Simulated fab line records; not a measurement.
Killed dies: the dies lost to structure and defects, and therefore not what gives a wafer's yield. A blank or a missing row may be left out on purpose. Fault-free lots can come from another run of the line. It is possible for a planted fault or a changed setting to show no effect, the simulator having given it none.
Comparing a struck lot with a sound one / flow gf180mcu / 14 out of 602 route steps
Sound: the wafers L532.1, L532.4, L532.6. Wafers struck: L539.2, L539.3, L539.6. The cause is named last.
Each step with rows lists, per side, the tool, then ch with its chambers, then its first start. Under that, the readings that differ: sound wafers / struck wafers / difference of the means / sigmas: that difference in standard deviations of wafers without a fault.
alike: a reading whose means differ by less than 2 such deviations, as well as words and numbers matching on both sides. not compared: withheld readings; readings where some wafer has no value; bounds like >300 that might hide an equal value; numbers whose values overlap and for which the record gives no deviation.
A row with sigmas, a row that says differs or no value, or rows on one side alone: a step with any of these is where the two part. When numbers do not overlap yet have no deviation, they are printed without sigmas and do not part them. Lack of a reading on every wafer of one side parts them only where that side has two or more wafers.

first, 1 step without rows for these wafers: GF_V3_CVD_00 (deposits SiO2, target thk 600 nm, time 100 s).
GF_V3_THK_MEAS_01:
  sound on film_metro-04, day 22 14:22; struck on film_metro-02, day 25 01:45
  alike: V3_CVD_00_THK
GF_V3_CVD_02: deposits SiO2 from TEOS, target thk 850 nm, time 94.851 s.
  sound on pecvd-01 ch 0,2, day 22 14:25; struck on pecvd-03 ch 0,1,2, day 25 01:48
  alike: heater_power_outer_w, heater_power_w, susceptor_temp_C
  not compared: since_wet_clean_h
GF_V3_THK_MEAS_03:
  sound on film_metro-02, day 22 14:29; struck on film_metro-01, day 25 01:53
  alike: V3_CVD_02_THK
GF_V3_CMP_04: polishes SiO2.
  sound on cmp-02 ch 0,1,3, day 22 14:39; struck on cmp-02 ch 0,1, day 25 01:59
reading=time_to_endpoint_s (s); sound=88 91 89; struck=73 80 81; difference=-11; sigmas=-2
  alike: motor_current_A
GF_V3_BOW_MEAS_05:
  sound on film_metro-04, day 22 14:51; struck on film_metro-02, day 25 02:15
  alike: V3_BOW
then, 6 steps without rows for these wafers: GF_V3_DEHYDRATE_06 (time 60 s); GF_V3_HMDS_07 (prime time 60 s); GF_V3_COAT_08; GF_V3_COAT_09 (resist thk 1000 nm); GF_V3_SOFTBAKE_10 (time 60 s); GF_V3_EXPOSE_11 (exposes mask Via3, target cd 260 nm).
GF_V3_PEB_12: peb time 90 s.
  struck on litho_track-01, day 25 23:08; sound on litho_track-01 ch 0, day 23 13:15
  no value came back on the struck wafers for chill_plate_temp_C (C), exhaust_pa (Pa), heater_power_total_W (W); on the sound wafers chill_plate_temp_C (C) reads 22.88 22.81 22.80
then, 1 step without rows for these wafers: GF_V3_DEVELOP_13 (develop time 60 s).

WHERE THEY PART
At GF_V3_CMP_04 first; at GF_V3_PEB_12 last (within this record only).

WHY: what the simulator had put in
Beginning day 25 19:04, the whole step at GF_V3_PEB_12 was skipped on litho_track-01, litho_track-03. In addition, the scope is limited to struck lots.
